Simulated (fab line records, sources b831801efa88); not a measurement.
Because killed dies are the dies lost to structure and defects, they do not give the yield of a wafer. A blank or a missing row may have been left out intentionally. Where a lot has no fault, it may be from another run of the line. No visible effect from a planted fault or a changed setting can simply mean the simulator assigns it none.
fab line records -- flow gf180mcu -- part 1 of 2: steps 1 to 27 of 36
record lots=5, wafers=15, last_day=34
route steps=602 shown V5@550 TOP_METAL@567
lots with no fault: from the same line, run without faults
start_h: hours from the record's opening day to when the first of the lot's shown wafers began -- wait_h: hours since the lot's step before -- " identical to the entry in the row above -- L1.1+2: a single row standing in for several wafers -- - no value present, or no start provided -- * or withheld: withheld -- < > ~ a bound
route shown NAME@n: NAME is a module with steps in the file, n the number in the route of the first one -- usual: mean/standard deviation taken from wafers without a fault -- same: alike in all rows -- chamber/n: place in a boat -- sites: the reading at each site -- _std_site: standard deviation across them -- _edge_site: mean of outer sites minus mean of inner sites -- radius_mm: how far each site lies from the wafer's centre -- mask NAME#n: copy n -- behind: the last tool/chamber to shape the wafer -- hold: what put the lot on hold/how long, in hours/how the hold closed -- device: transistor that didn't switch, given as n, p or np -- end of line: tests of these same wafers at the route's end -- where a step has no rows: the recipe by itself -- killed: not the wafer's yield, but the dies lost to structure and defects at the first sort -- map: the dies of a wafer, with x for killed, . for not killed, _ for no die there
set.NAME: the run value of the setting; set.NAME@STEP: its run value at that earlier step -- model.NAME: the simulator's own value behind a step, which no gauge read
lots at some steps of the route; a table a step, a row a wafer
services: the hour from which a tool's chamber was out of use, counted from the record's first day as start_h (under 0 if before that day), plus the number of hours and why
## steps
# step GF_V5_SOFTBAKE_10
# recipe temp_c=130, time_s=60, resist=KrF
lot.wafer,tool,chamber,start_h,wait_h
L083.1+2+5,litho_track-04,0,-,-
L094.2+5+6,litho_track-04,0,-,-
L095.2+5+6,litho_track-02,0,-,-
L096.2+4+5,litho_track-01,0,-,-
L097.3+4+5,litho_track-04,0,-,-
# step GF_V5_EXPOSE_11
# recipe mask_id=Via5, target_cd_nm=260, na=0.68, source_shape=conventional, sigma_outer=0.6, dose_mj=38
# usual reticle_temp_C=22.97/0.095
lot.wafer,tool,chamber,start_h,wait_h,mask,reticle_temp_C
L083.1,krf_scanner-02,0,-,-,Via5#0,22.90
L083.2,krf_scanner-02,0,-,-,Via5#0,22.94
L083.5,krf_scanner-02,0,-,-,Via5#0,22.98
L094.2,krf_scanner-01,0,-,-,Via5#0,23.02
L094.5,krf_scanner-01,0,-,-,Via5#0,22.95
L094.6,krf_scanner-01,0,-,-,Via5#0,23.03
L095.2,krf_scanner-02,0,-,-,Via5#0,23.09
L095.5,krf_scanner-02,0,-,-,Via5#0,23.02
L095.6,krf_scanner-02,0,-,-,Via5#0,23.05
L096.2,krf_scanner-02,0,-,-,Via5#0,22.94
L096.4,krf_scanner-02,0,-,-,Via5#0,23.07
L096.5,krf_scanner-02,0,-,-,Via5#0,22.98
L097.3,krf_scanner-01,0,-,-,Via5#0,23.07
L097.4,krf_scanner-01,0,-,-,Via5#0,23.05
L097.5,krf_scanner-01,0,-,-,Via5#0,22.87
# step GF_V5_PEB_12
# recipe peb_temp_c=135, peb_time_s=90, resist=KrF
lot.wafer,tool,chamber,start_h,wait_h
L083.1+2+5,litho_track-01,0,-,-
L094.2+5+6,litho_track-01,0,-,-
L095.2+5+6,litho_track-01,0,-,-
L096.2+4+5,litho_track-01,0,-,-
L097.3+4+5,litho_track-04,0,-,-
# step GF_V5_DEVELOP_13
# recipe develop_time_s=60, resist=KrF, dev_temp_c=21
# same develop_time_s=60
lot.wafer,tool,chamber,start_h,wait_h
L083.1+2+5,litho_track-01,0,698.99,0.2
L094.2+5+6,litho_track-01,0,769.87,0.2
L095.2+5+6,litho_track-01,0,774.07,0.2
L096.2+4+5,litho_track-01,0,777.72,0.2
L097.3+4+5,litho_track-04,0,782.38,0.1
# step GF_V5_CD_MEAS_14
# recipe target_cd_nm=260
# usual cd_nm=260.0/1.3
lot.wafer,tool,chamber,start_h,wait_h,cd_nm
L083.1,cd_sem-02,-,699.14,0.1,261.9
L083.2,cd_sem-02,-,699.14,0.1,261.6
L083.5,cd_sem-02,-,699.14,0.1,261.3
L094.2,cd_sem-01,-,770.01,0.1,260.2
L094.5,cd_sem-01,-,770.01,0.1,259.3
L094.6,cd_sem-01,-,770.01,0.1,259.2
L095.2,cd_sem-01,-,774.22,0.1,261.4
L095.5,cd_sem-01,-,774.22,0.1,262.7
L095.6,cd_sem-01,-,774.22,0.1,260.3
L096.2,cd_sem-02,-,777.86,0.1,259.2
L096.4,cd_sem-02,-,777.86,0.1,258.8
L096.5,cd_sem-02,-,777.86,0.1,259.2
L097.3,cd_sem-01,-,782.52,0.1,258.9
L097.4,cd_sem-01,-,782.52,0.1,257.9
L097.5,cd_sem-01,-,782.52,0.1,257.8
# step GF_V5_OVL_MEAS_15
# usual V5_OVL=-5/5.1
lot.wafer,tool,chamber,start_h,wait_h,V5_OVL[nm]
L083.1,overlay-02,-,699.26,0.1,-6
L083.2,overlay-02,-,699.26,0.1,1
L083.5,overlay-02,-,699.26,0.1,-4
L094.2,overlay-02,-,770.12,0.1,-6
L094.5,overlay-02,-,770.12,0.1,-4
L094.6,overlay-02,-,770.12,0.1,-8
L095.2,overlay-02,-,774.33,0.1,-6
L095.5,overlay-02,-,774.33,0.1,-5
L095.6,overlay-02,-,774.33,0.1,-12
L096.2,overlay-01,-,777.97,0.1,-4
L096.4,overlay-01,-,777.97,0.1,-5
L096.5,overlay-01,-,777.97,0.1,-1
L097.3,overlay-02,-,782.61,0.1,-5
L097.4,overlay-02,-,782.61,0.1,-8
L097.5,overlay-02,-,782.61,0.1,-3
# step GF_V5_ETCH_16
# recipe chemistry=N2/H2, target_depth_a=withheld, overetch_a=withheld, time_s=withheld, target=BARC, ion_energy_ev=200, source_w=500, bias_w=100, pressure_mtorr=30, n2_flow_sccm=100, h2_flow_sccm=200
# usual drypump_motor_current_A=5.8/0.43, oes_product_au=0.854/0.0048, throttle_valve_pct=13.225/0.0087
lot.wafer,tool,chamber,start_h,wait_h,drypump_motor_current_A,oes_product_au,throttle_valve_pct
L083.1,rie_diel-04,3,699.30,0.0,6.0,0.853,13.215
L083.2,rie_diel-04,2,699.30,0.0,5.5,0.857,13.230
L083.5,rie_diel-04,2,699.30,0.0,5.5,0.857,13.225
L094.2,rie_diel-02,3,770.15,0.0,6.4,0.856,13.221
L094.5,rie_diel-02,1,770.15,0.0,6.1,0.849,13.224
L094.6,rie_diel-02,3,770.15,0.0,6.4,0.858,13.215
L095.2,rie_diel-04,0,774.36,0.0,5.5,0.857,13.220
L095.5,rie_diel-04,3,774.36,0.0,5.9,0.853,13.235
L095.6,rie_diel-04,0,774.36,0.0,5.5,0.852,13.225
L096.2,rie_diel-02,3,778.00,0.0,6.4,0.847,13.213
L096.4,rie_diel-02,3,778.00,0.0,6.4,0.846,13.226
L096.5,rie_diel-02,1,778.00,0.0,6.1,0.850,13.234
L097.3,rie_diel-04,1,782.64,0.0,5.2,0.850,13.216
L097.4,rie_diel-04,3,782.64,0.0,5.9,0.854,13.235
L097.5,rie_diel-04,3,782.64,0.0,6.0,0.853,13.219
# step GF_V5_ETCH_17
# recipe chemistry=C4F8/O2/Ar, mask_material=KrF, target=SiO2, stop_on=TiN, source_w=1500, bias_w=1200, pressure_mtorr=40, c4f8_flow_sccm=withheld, O2_flow_sccm=6, Ar_flow_sccm=300, time_s=withheld, target_depth_a=8550
# usual oes_product_au=0.860/0.0043
lot.wafer,tool,chamber,start_h,wait_h,oes_product_au
L083.1,rie_diel-04,3,-,-,0.858
L083.2,rie_diel-04,2,-,-,0.862
L083.5,rie_diel-04,2,-,-,0.862
L094.2,rie_diel-02,3,-,-,0.863
L094.5,rie_diel-02,1,-,-,0.866
L094.6,rie_diel-02,3,-,-,0.856
L095.2,rie_diel-04,0,-,-,0.858
L095.5,rie_diel-04,3,-,-,0.856
L095.6,rie_diel-04,0,-,-,0.866
L096.2,rie_diel-02,3,-,-,0.868
L096.4,rie_diel-02,3,-,-,0.860
L096.5,rie_diel-02,1,-,-,0.862
L097.3,rie_diel-04,1,-,-,0.861
L097.4,rie_diel-04,3,-,-,0.860
L097.5,rie_diel-04,3,-,-,0.866
# step GF_V5_STRIP_18
# recipe chemistry=O2/N2, power_w=1400, pressure_mtorr=1500, platen_temp_c=250, o2_flow_sccm=3000, n2_flow_sccm=300, overash_fraction=0.5
# usual drypump_motor_current_A=5.6/0.44, heater_power_w=356/33, o2_flow_sccm=2999/7.9, oes_product_au=0.567/0.0049, platen_temp_c=250.00/0.17
lot.wafer,tool,chamber,start_h,wait_h,drypump_motor_current_A,heater_power_w,o2_flow_sccm,oes_product_au,platen_temp_c,rf_hours_counter_h
L083.1,plasma_asher-01,0,699.45,-,4.8,337,3016,0.568,249.78,27
L083.2,plasma_asher-01,1,699.45,-,5.9,347,3013,0.563,250.26,27
L083.5,plasma_asher-01,1,699.45,-,5.9,348,3014,0.564,250.15,-
L094.2,plasma_asher-02,1,770.30,-,5.5,345,3001,0.563,250.02,68
L094.5,plasma_asher-02,1,770.30,-,5.5,351,3002,0.564,249.95,-
L094.6,plasma_asher-02,0,770.30,-,6.0,418,3003,0.564,249.65,-
L095.2,plasma_asher-01,0,774.51,-,4.8,335,2989,0.572,249.88,35
L095.5,plasma_asher-01,1,774.51,-,5.9,340,3008,0.572,249.76,-
L095.6,plasma_asher-01,0,774.51,-,4.8,332,3003,0.568,250.07,-
L096.2,plasma_asher-04,1,778.15,-,5.7,316,2999,0.567,249.68,3
L096.4,plasma_asher-04,1,778.15,-,5.7,313,3000,0.560,250.14,-
L096.5,plasma_asher-04,1,778.15,-,5.7,300,3006,0.573,249.97,-
L097.3,plasma_asher-01,0,782.82,-,4.8,332,3010,0.568,250.01,-
L097.4,plasma_asher-01,1,782.82,-,5.9,351,3005,0.570,250.21,-
L097.5,plasma_asher-01,0,782.82,-,4.8,332,3003,0.567,250.08,-
# step GF_V5_STRIP_19
# recipe chemistry=post_etch_residue_remover, time_s=1200, temp_c=72.5
# usual bath_heat_duty_pct=14.3/1.2
lot.wafer,tool,chamber,start_h,wait_h,bath_heat_duty_pct
L083.1,wet_bench-02,0,699.55,0.1,14.6
L083.2,wet_bench-02,0,699.55,0.1,13.5
L083.5,wet_bench-02,0,699.55,0.1,15.8
L094.2,wet_bench-01,2,770.40,0.1,14.5
L094.5,wet_bench-01,2,770.40,0.1,12.3
L094.6,wet_bench-01,2,770.40,0.1,12.9
L095.2,wet_bench-01,3,774.61,0.1,14.2
L095.5,wet_bench-01,3,774.61,0.1,13.5
L095.6,wet_bench-01,3,774.61,0.1,12.8
L096.2,wet_bench-03,1,778.25,0.1,12.7
L096.4,wet_bench-03,1,778.25,0.1,12.2
L096.5,wet_bench-03,1,778.25,0.1,14.0
L097.3,wet_bench-01,3,782.89,0.0,12.5
L097.4,wet_bench-01,3,782.89,0.0,13.1
L097.5,wet_bench-01,3,782.89,0.0,14.3
# step GF_V5_CLEAN_20
# recipe chemistry=DIW, dry=n2_spin
lot.wafer,tool,chamber,start_h,wait_h
L083.1+2+5,wet_bench-03,1,699.89,0.0
L094.2+5+6,wet_bench-03,1,770.74,0.0
L095.2+5+6,wet_bench-01,1,774.98,0.0
L096.2+4+5,wet_bench-02,0,778.59,0.0
L097.3+4+5,wet_bench-03,3,783.26,0.0
# step GF_V5_SPUTTER_21
# recipe material=Ti, target_thk_nm=15, chamber_pressure_pa=5, power_w=2500, substrate_temp_c=200, time_s=80.02
# usual throttle_valve_pct=30.2/0.88
lot.wafer,tool,chamber,start_h,wait_h,throttle_valve_pct
L083.1,pvd_sputter-02,-,699.99,0.0,30.4
L083.2,pvd_sputter-02,-,699.99,0.0,30.2
L083.5,pvd_sputter-02,-,699.99,0.0,30.4
L094.2,pvd_sputter-01,-,770.83,0.0,31.4
L094.5,pvd_sputter-01,-,770.83,0.0,30.8
L094.6,pvd_sputter-01,-,770.83,0.0,30.9
L095.2,pvd_sputter-04,-,775.08,0.0,28.7
L095.5,pvd_sputter-04,-,775.08,0.0,28.4
L095.6,pvd_sputter-04,-,775.08,0.0,30.1
L096.2,pvd_sputter-01,-,778.68,0.0,30.5
L096.4,pvd_sputter-01,-,778.68,0.0,30.6
L096.5,pvd_sputter-01,-,778.68,0.0,30.5
L097.3,pvd_sputter-04,-,783.35,0.0,28.6
L097.4,pvd_sputter-04,-,783.35,0.0,30.1
L097.5,pvd_sputter-04,-,783.35,0.0,28.5
# step GF_V5_SPUTTER_22
# recipe material=TiN, target_thk_nm=10, chamber_pressure_pa=5, power_w=4000, time_s=41.29
# usual throttle_valve_pct=30.2/0.88
lot.wafer,tool,chamber,start_h,wait_h,throttle_valve_pct
L083.1,pvd_sputter-02,-,700.05,0.0,30.7
L083.2,pvd_sputter-02,-,700.05,0.0,29.9
L083.5,pvd_sputter-02,-,700.05,0.0,30.3
L094.2,pvd_sputter-01,-,770.90,0.0,31.4
L094.5,pvd_sputter-01,-,770.90,0.0,30.4
L094.6,pvd_sputter-01,-,770.90,0.0,30.7
L095.2,pvd_sputter-04,-,775.14,0.0,28.7
L095.5,pvd_sputter-04,-,775.14,0.0,28.9
L095.6,pvd_sputter-04,-,775.14,0.0,30.4
L096.2,pvd_sputter-01,-,778.75,0.0,31.0
L096.4,pvd_sputter-01,-,778.75,0.0,30.3
L096.5,pvd_sputter-01,-,778.75,0.0,30.7
L097.3,pvd_sputter-04,-,783.41,0.0,28.7
L097.4,pvd_sputter-04,-,783.41,0.0,30.1
L097.5,pvd_sputter-04,-,783.41,0.0,28.5
# step GF_V5_CVD_23
# recipe material=W, target_thk_nm=350, time_s=104.9, temp_c=400, pressure_torr=40
# usual heater_power_w=787/39
lot.wafer,tool,chamber,start_h,wait_h,heater_power_w
L083.1,cvd_w-01,1,700.09,0.0,840
L083.2,cvd_w-01,0,700.09,0.0,747
L083.5,cvd_w-01,1,700.09,0.0,850
L094.2,cvd_w-01,1,770.93,0.0,838
L094.5,cvd_w-01,1,770.93,0.0,824
L094.6,cvd_w-01,0,770.93,0.0,740
L095.2,cvd_w-01,1,775.18,0.0,835
L095.5,cvd_w-01,0,775.18,0.0,772
L095.6,cvd_w-01,1,775.18,0.0,857
L096.2,cvd_w-02,0,778.78,0.0,823
L096.4,cvd_w-02,0,778.78,0.0,804
L096.5,cvd_w-02,0,778.78,0.0,809
L097.3,cvd_w-01,1,783.49,0.1,813
L097.4,cvd_w-01,0,783.49,0.1,730
L097.5,cvd_w-01,0,783.49,0.1,764
# step GF_V5_RS_MEAS_24
# recipe thk_meas_gauge=four-point-probe, reads=W_of_V5_CVD_23+TiN_of_V5_SPUTTER_22+Ti_of_V5_SPUTTER_21
# usual V5_W_RS=0.327/0.0032
lot.wafer,tool,chamber,start_h,wait_h,V5_W_RS[ohm/sq]
L083.1,film_metro-01,-,700.20,0.1,0.329
L083.2,film_metro-01,-,700.20,0.1,0.336
L083.5,film_metro-01,-,700.20,0.1,0.328
L094.2,film_metro-03,-,771.07,0.1,0.325
L094.5,film_metro-03,-,771.07,0.1,0.323
L094.6,film_metro-03,-,771.07,0.1,0.332
L095.2,film_metro-03,-,775.31,0.1,0.325
L095.5,film_metro-03,-,775.31,0.1,0.330
L095.6,film_metro-03,-,775.31,0.1,0.322
L096.2,film_metro-04,-,778.92,0.1,0.321
L096.4,film_metro-04,-,778.92,0.1,0.325
L096.5,film_metro-04,-,778.92,0.1,0.320
L097.3,film_metro-04,-,783.61,0.1,0.320
L097.4,film_metro-04,-,783.61,0.1,0.329
L097.5,film_metro-04,-,783.61,0.1,0.327
# step GF_V5_THK_MEAS_25
# recipe thk_meas_gauge=xrf, reads=W_of_V5_CVD_23
# usual V5_W_THK=351/4.7
lot.wafer,tool,chamber,start_h,wait_h,V5_W_THK[nm]
L083.1,film_metro-01,-,700.32,0.1,348
L083.2,film_metro-01,-,700.32,0.1,341
L083.5,film_metro-01,-,700.32,0.1,349
L094.2,film_metro-03,-,771.18,0.1,359
L094.5,film_metro-03,-,771.18,0.1,361
L094.6,film_metro-03,-,771.18,0.1,353
L095.2,film_metro-03,-,775.42,0.1,357
L095.5,film_metro-03,-,775.42,0.1,352
L095.6,film_metro-03,-,775.42,0.1,364
L096.2,film_metro-04,-,779.03,0.1,358
L096.4,film_metro-04,-,779.03,0.1,356
L096.5,film_metro-04,-,779.03,0.1,358
L097.3,film_metro-04,-,783.71,0.1,359
L097.4,film_metro-04,-,783.71,0.1,350
L097.5,film_metro-04,-,783.71,0.1,352
# step GF_V5_CMP_26
# recipe stop_on=SiO2, down_force_psi=3.5, platen_rpm=60, t_overpolish_s=15, target_thk_nm=0, pad_velocity_m_s=0.94248
# usual motor_current_A=11.3/1.2, overpolish_run_s=15.001/0.0089, retaining_ring_pressure_frac=1.000/0.006, slurry_filter_dp_kPa=13.50/0.15, time_to_endpoint_s=84/3.4
lot.wafer,tool,chamber,start_h,wait_h,motor_current_A,overpolish_run_s,retaining_ring_pressure_frac,slurry_filter_dp_kPa,time_to_endpoint_s
L083.2,cmp-01,3,700.48,0.1,11.3,14.989,0.995,13.64,81
L083.1,cmp-01,0,700.48,0.1,12.1,14.998,1.002,13.36,80
L083.5,cmp-01,1,700.48,0.1,10.9,15.001,0.998,13.74,81
L094.2,cmp-02,1,771.28,0.1,10.9,14.997,1.009,13.55,85
L094.5,cmp-02,0,771.28,0.1,11.3,14.995,0.996,13.68,85
L094.6,cmp-02,1,771.28,0.1,9.8,14.991,0.999,13.38,85
L095.2,cmp-02,2,775.62,0.2,13.1,14.999,0.986,13.34,87
L095.5,cmp-02,3,775.62,0.2,10.0,15.011,1.004,13.82,87
L095.6,cmp-02,0,775.62,0.2,12.0,15.021,0.998,13.35,82
L096.2,cmp-02,1,779.18,0.1,10.6,15.006,0.992,13.56,88
L096.4,cmp-02,2,779.18,0.1,12.6,15.020,1.003,13.63,84
L096.5,cmp-02,0,779.18,0.1,11.8,15.004,0.998,13.61,83
L097.4,cmp-02,0,783.75,0.0,11.6,14.995,0.995,13.15,82
L097.3,cmp-02,3,783.75,0.0,10.2,14.997,1.000,13.49,91
L097.5,cmp-02,1,783.75,0.0,10.5,15.004,1.002,13.71,87
# step GF_TOP_METAL_SPUTTER_00
# recipe material=Ti, target_thk_nm=37.5, arriving_ion_energy_ev=80, substrate_temp_c=200, chamber_pressure_pa=2, power_w=4000, time_s=150
# usual throttle_valve_pct=30.1/0.81
lot.wafer,tool,chamber,start_h,wait_h,throttle_valve_pct
L083.1,pvd_sputter-01,-,700.68,0.1,31.6
L083.2,pvd_sputter-01,-,700.68,0.1,29.8
L083.5,pvd_sputter-01,-,700.68,0.1,31.6
L094.2,pvd_sputter-02,-,771.53,0.2,30.3
L094.5,pvd_sputter-02,-,771.53,0.2,30.4
L094.6,pvd_sputter-02,-,771.53,0.2,30.3
L095.2,pvd_sputter-03,-,775.77,0.1,29.6
L095.5,pvd_sputter-03,-,775.77,0.1,29.7
L095.6,pvd_sputter-03,-,775.77,0.1,30.9
L096.2,pvd_sputter-01,-,779.38,0.1,30.5
L096.4,pvd_sputter-01,-,779.38,0.1,31.4
L096.5,pvd_sputter-01,-,779.38,0.1,31.7
L097.3,pvd_sputter-03,-,784.05,0.1,30.0
L097.4,pvd_sputter-03,-,784.05,0.1,31.1
L097.5,pvd_sputter-03,-,784.05,0.1,29.4
# step GF_TOP_METAL_SPUTTER_01
# recipe material=TiN, target_thk_nm=30, power_w=6500, time_s=25, chamber_pressure_pa=0.4
# usual throttle_valve_pct=30.1/0.83
lot.wafer,tool,chamber,start_h,wait_h,throttle_valve_pct
L083.1,pvd_sputter-01,-,700.78,0.1,31.8
L083.2,pvd_sputter-01,-,700.78,0.1,30.0
L083.5,pvd_sputter-01,-,700.78,0.1,31.6
L094.2,pvd_sputter-02,-,771.63,0.1,30.6
L094.5,pvd_sputter-02,-,771.63,0.1,30.5
L094.6,pvd_sputter-02,-,771.63,0.1,30.2
L095.2,pvd_sputter-03,-,775.87,0.1,29.6
L095.5,pvd_sputter-03,-,775.87,0.1,29.7
L095.6,pvd_sputter-03,-,775.87,0.1,31.3
L096.2,pvd_sputter-01,-,779.48,0.1,30.2
L096.4,pvd_sputter-01,-,779.48,0.1,31.7
L096.5,pvd_sputter-01,-,779.48,0.1,31.7
L097.3,pvd_sputter-03,-,784.15,0.1,30.1
L097.4,pvd_sputter-03,-,784.15,0.1,31.0
L097.5,pvd_sputter-03,-,784.15,0.1,29.2
# step GF_TOP_METAL_SPUTTER_02
# recipe material=AlCu, target_thk_nm=900, power_w=10600, chamber_pressure_pa=0.3, substrate_temp_c=250, gas=Ar, time_s=47.82
# usual throttle_valve_pct=30.1/0.83
lot.wafer,tool,chamber,start_h,wait_h,throttle_valve_pct
L083.1,pvd_sputter-01,-,700.81,0.0,31.6
L083.2,pvd_sputter-01,-,700.81,0.0,30.0
L083.5,pvd_sputter-01,-,700.81,0.0,31.8
L094.2,pvd_sputter-02,-,771.66,0.0,30.8
L094.5,pvd_sputter-02,-,771.66,0.0,30.4
L094.6,pvd_sputter-02,-,771.66,0.0,30.2
L095.2,pvd_sputter-03,-,775.90,0.0,29.6
L095.5,pvd_sputter-03,-,775.90,0.0,30.0
L095.6,pvd_sputter-03,-,775.90,0.0,31.0
L096.2,pvd_sputter-01,-,779.51,0.0,30.6
L096.4,pvd_sputter-01,-,779.51,0.0,32.0
L096.5,pvd_sputter-01,-,779.51,0.0,31.6
L097.3,pvd_sputter-03,-,784.18,0.0,29.8
L097.4,pvd_sputter-03,-,784.18,0.0,31.2
L097.5,pvd_sputter-03,-,784.18,0.0,29.2
# step GF_TOP_METAL_SPUTTER_03
# recipe material=Ti, target_thk_nm=5, substrate_temp_c=300, chamber_pressure_pa=0.3, power_w=3000, time_s=3.3
# usual throttle_valve_pct=30.1/0.82
lot.wafer,tool,chamber,start_h,wait_h,throttle_valve_pct
L083.1,pvd_sputter-01,-,700.85,0.0,31.7
L083.2,pvd_sputter-01,-,700.85,0.0,30.1
L083.5,pvd_sputter-01,-,700.85,0.0,31.7
L094.2,pvd_sputter-02,-,771.70,0.0,30.8
L094.5,pvd_sputter-02,-,771.70,0.0,30.5
L094.6,pvd_sputter-02,-,771.70,0.0,30.2
L095.2,pvd_sputter-03,-,775.95,0.0,29.8
L095.5,pvd_sputter-03,-,775.95,0.0,30.0
L095.6,pvd_sputter-03,-,775.95,0.0,31.0
L096.2,pvd_sputter-01,-,779.55,0.0,30.3
L096.4,pvd_sputter-01,-,779.55,0.0,31.4
L096.5,pvd_sputter-01,-,779.55,0.0,31.6
L097.3,pvd_sputter-03,-,784.22,0.0,30.0
L097.4,pvd_sputter-03,-,784.22,0.0,30.9
L097.5,pvd_sputter-03,-,784.22,0.0,29.3
# step GF_TOP_METAL_SPUTTER_04
# recipe material=TiN, target_thk_nm=25, power_w=6500, time_s=20.8, chamber_pressure_pa=0.4
# usual throttle_valve_pct=30.1/0.82
lot.wafer,tool,chamber,start_h,wait_h,throttle_valve_pct
L083.1,pvd_sputter-01,-,700.87,0.0,31.4
L083.2,pvd_sputter-01,-,700.87,0.0,30.0
L083.5,pvd_sputter-01,-,700.87,0.0,31.6
L094.2,pvd_sputter-02,-,771.72,0.0,30.4
L094.5,pvd_sputter-02,-,771.72,0.0,30.4
L094.6,pvd_sputter-02,-,771.72,0.0,30.1
L095.2,pvd_sputter-03,-,775.97,0.0,30.0
L095.5,pvd_sputter-03,-,775.97,0.0,30.2
L095.6,pvd_sputter-03,-,775.97,0.0,31.2
L096.2,pvd_sputter-01,-,779.57,0.0,30.6
L096.4,pvd_sputter-01,-,779.57,0.0,31.4
L096.5,pvd_sputter-01,-,779.57,0.0,31.5
L097.3,pvd_sputter-03,-,784.24,0.0,30.0
L097.4,pvd_sputter-03,-,784.24,0.0,31.3
L097.5,pvd_sputter-03,-,784.24,0.0,29.2
# step GF_TOP_METAL_RS_MEAS_05
# recipe thk_meas_gauge=four-point-probe, reads=TiN_of_TOP_METAL_SPUTTER_04+Ti_of_TOP_METAL_SPUTTER_03+AlCu_of_TOP_METAL_SPUTTER_02+TiN_of_TOP_METAL_SPUTTER_01+Ti_of_TOP_METAL_SPUTTER_00
# usual TOP_METAL_ALCU_RS=0.0327/0.00038
lot.wafer,tool,chamber,start_h,wait_h,TOP_METAL_ALCU_RS[ohm/sq]
L083.1,film_metro-03,-,700.90,0.0,0.0325
L083.2,film_metro-03,-,700.90,0.0,0.0322
L083.5,film_metro-03,-,700.90,0.0,0.0322
L094.2,film_metro-03,-,771.77,0.0,0.0332
L094.5,film_metro-03,-,771.77,0.0,0.0332
L094.6,film_metro-03,-,771.77,0.0,0.0328
L095.2,film_metro-03,-,776.01,0.0,0.0326
L095.5,film_metro-03,-,776.01,0.0,0.0331
L095.6,film_metro-03,-,776.01,0.0,0.0329
L096.2,film_metro-02,-,779.62,0.0,0.0325
L096.4,film_metro-02,-,779.62,0.0,0.0328
L096.5,film_metro-02,-,779.62,0.0,0.0327
L097.3,film_metro-02,-,784.31,0.1,0.0330
L097.4,film_metro-02,-,784.31,0.1,0.0329
L097.5,film_metro-02,-,784.31,0.1,0.0331
# step GF_TOP_METAL_THK_MEAS_06
# recipe thk_meas_gauge=xrf, reads=AlCu_of_TOP_METAL_SPUTTER_02
# usual TOP_METAL_ALCU_THK=920/12
lot.wafer,tool,chamber,start_h,wait_h,TOP_METAL_ALCU_THK[nm]
L083.1,film_metro-03,-,701.02,0.1,918
L083.2,film_metro-03,-,701.02,0.1,927
L083.5,film_metro-03,-,701.02,0.1,924
L094.2,film_metro-03,-,771.88,0.1,902
L094.5,film_metro-03,-,771.88,0.1,903
L094.6,film_metro-03,-,771.88,0.1,913
L095.2,film_metro-03,-,776.12,0.1,919
L095.5,film_metro-03,-,776.12,0.1,909
L095.6,film_metro-03,-,776.12,0.1,910
L096.2,film_metro-02,-,779.73,0.1,929
L096.4,film_metro-02,-,779.73,0.1,917
L096.5,film_metro-02,-,779.73,0.1,925
L097.3,film_metro-02,-,784.41,0.1,917
L097.4,film_metro-02,-,784.41,0.1,920
L097.5,film_metro-02,-,784.41,0.1,914
# step GF_TOP_METAL_DEHYDRATE_07
# recipe temp_c=200, time_s=60
lot.wafer,tool,chamber,start_h,wait_h
L083.1+2+5,litho_track-03,0,709.26,8.2
L094.2+5+6,litho_track-03,0,778.98,7.1
L095.2+5+6,litho_track-03,0,783.33,7.2
L096.2+4+5,litho_track-03,0,786.73,7.0
L097.3+4+5,litho_track-03,0,791.81,7.4
# step GF_TOP_METAL_HMDS_08
# recipe prime_time_s=60, prime_temp_c=120
lot.wafer,tool,chamber,start_h,wait_h
L083.1+2+5,litho_track-03,0,709.41,0.1
L094.2+5+6,litho_track-03,0,779.13,0.1
L095.2+5+6,litho_track-03,0,783.48,0.1
L096.2+4+5,litho_track-03,0,786.88,0.1
L097.3+4+5,litho_track-03,0,791.96,0.1
# step GF_TOP_METAL_COAT_09
# recipe resist=NOVOLAK, spin_rpm=3000, resist_thk_nm=1500
lot.wafer,tool,chamber,start_h,wait_h
L083.1+2+5,litho_track-03,0,709.56,0.1
L094.2+5+6,litho_track-03,0,779.28,0.1
L095.2+5+6,litho_track-03,0,783.63,0.1
L096.2+4+5,litho_track-03,0,787.03,0.1
L097.3+4+5,litho_track-03,0,792.11,0.1
